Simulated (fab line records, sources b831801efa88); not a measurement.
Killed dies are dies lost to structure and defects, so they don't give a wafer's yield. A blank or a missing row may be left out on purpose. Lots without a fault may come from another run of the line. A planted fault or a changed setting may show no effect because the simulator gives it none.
Which tool did it? | flow gf180mcu | 24 lots, 72 wafers sampled, at 2 steps of a route of 602

WHAT THE GAUGES READ, wafer by wafer
GF_VT_IMPLANT_TW_MEAS_43.
lot  | measured     | on            | VT_IMPLANT_4_TW
L074 | day 7 14:14  | film_metro-01 | 678 675 678
L075 | day 7 20:01  | film_metro-03 | 696 691 696
L076 | day 8 03:08  | film_metro-01 | 675 677 675
L077 | day 8 10:14  | film_metro-03 | 694 695 694
L078 | day 8 14:31  | film_metro-03 | 694 698 693
L079 | day 8 21:16  | film_metro-01 | 673 677 675
L080 | day 9 05:47  | film_metro-01 | 672 674 672
L081 | day 9 10:41  | film_metro-02 | 693 691 696
L082 | day 9 16:20  | film_metro-01 | 671 673 678
L083 | day 10 00:04 | film_metro-03 | 691 690 688
L084 | day 10 09:04 | film_metro-01 | 674 678 675
L085 | day 10 14:20 | film_metro-02 | 694 689 692
L086 | day 10 20:31 | film_metro-02 | 691 692 690
L087 | day 11 07:22 | film_metro-02 | 696 700 693
L088 | day 11 11:43 | film_metro-02 | 696 697 696
L089 | day 11 19:25 | film_metro-01 | 678 676 676
L090 | day 11 23:34 | film_metro-01 | 679 680 680
L091 | day 12 05:13 | film_metro-02 | 692 693 693
L092 | day 12 10:34 | film_metro-01 | 684 678 682
L093 | day 12 23:23 | film_metro-01 | 679 682 677
L094 | day 13 05:16 | film_metro-02 | 695 692 694
L095 | day 13 12:16 | film_metro-01 | 674 677 672
L096 | day 13 16:29 | film_metro-01 | 672 674 674
L097 | day 13 23:50 | film_metro-03 | 700 700 696

GF_HV_LDD_THK_MEAS_57.
lot  | measured     | on            | HV_LDD_CVD_56_THK (nm)
L074 | day 12 15:43 | film_metro-01 | 90.3 90.9 90.7
L075 | day 12 20:42 | film_metro-04 | 89.2 89.4 89.2
L076 | day 13 05:27 | film_metro-04 | 90.3 90.5 90.0
L077 | day 13 20:16 | film_metro-01 | 88.9 88.6 89.3
L078 | day 14 00:10 | film_metro-01 | 90.8 91.2 89.7
L079 | day 14 09:17 | film_metro-02 | 89.0 89.3 90.1
L080 | day 14 15:34 | film_metro-01 | 91.4 91.6 90.7
L081 | day 14 19:49 | film_metro-01 | 88.6 89.7 89.4
L082 | day 15 01:19 | film_metro-02 | 89.0 88.1 88.5
L083 | day 15 12:48 | film_metro-02 | 90.8 90.3 90.3
L084 | day 16 03:17 | film_metro-04 | 89.8 90.5 90.4
L085 | day 16 07:28 | film_metro-04 | 89.4 88.9 88.7
L086 | day 16 09:57 | film_metro-04 | 90.2 91.1 90.3
L087 | day 16 22:54 | film_metro-01 | 91.4 90.6 91.0
L088 | day 17 05:43 | film_metro-01 | 90.9 90.1 89.4
L089 | day 17 15:59 | film_metro-01 | 90.3 90.4 90.7
L090 | day 17 20:20 | film_metro-02 | 89.4 88.9 89.6
L091 | day 17 23:10 | film_metro-01 | 89.5 90.0 90.1
L092 | day 18 11:26 | film_metro-01 | 89.3 89.0 89.6
L093 | day 19 03:11 | film_metro-01 | 91.5 90.3 91.1
L094 | day 19 06:39 | film_metro-04 | 90.3 89.4 89.5
L095 | day 19 17:25 | film_metro-02 | 89.3 88.8 89.4
L096 | day 19 18:35 | film_metro-01 | 90.5 90.0 89.4
L097 | day 20 03:31 | film_metro-01 | 89.8 90.2 90.3

WHICH TOOL RAN EACH LOT (tool, then ch and the chambers of the sampled wafers, then the start)
The record holds no process step before these readings.

WHAT THE TOOLS THEMSELVES READ (means of the sampled wafers that have a number; where no wafer has one, the mark that the record gives instead)
The record holds no such reading with a usual standard deviation.

THE ANSWER, worked out from the rows above alone
Rule: what is usual is taken from the lots themselves. Put in order of their means at a reading, lots are off if they are a third of the lots or fewer, leave a main group of 4 or more, and stand apart from it by a gap of 3 or more times the standard deviation of the main group's means; of several such gaps the widest counts. A main group whose means are all the same, to the digits that the tables above print for the reading, isn't used. A lot without any number at a reading at which 4 lots or more have one is off too. The other lots that the step has rows for count as sound. The gauges are gone through in route order, then the tools' own readings, and for those a lot's mean is taken as printed above. The first step at which some lot is off is used, and at that step the reading that is off furthest; a lot without a number counts as furthest.
No lot is off at any reading shown: from this, nothing can be told.

WHAT THE SIMULATOR HAD PUT IN
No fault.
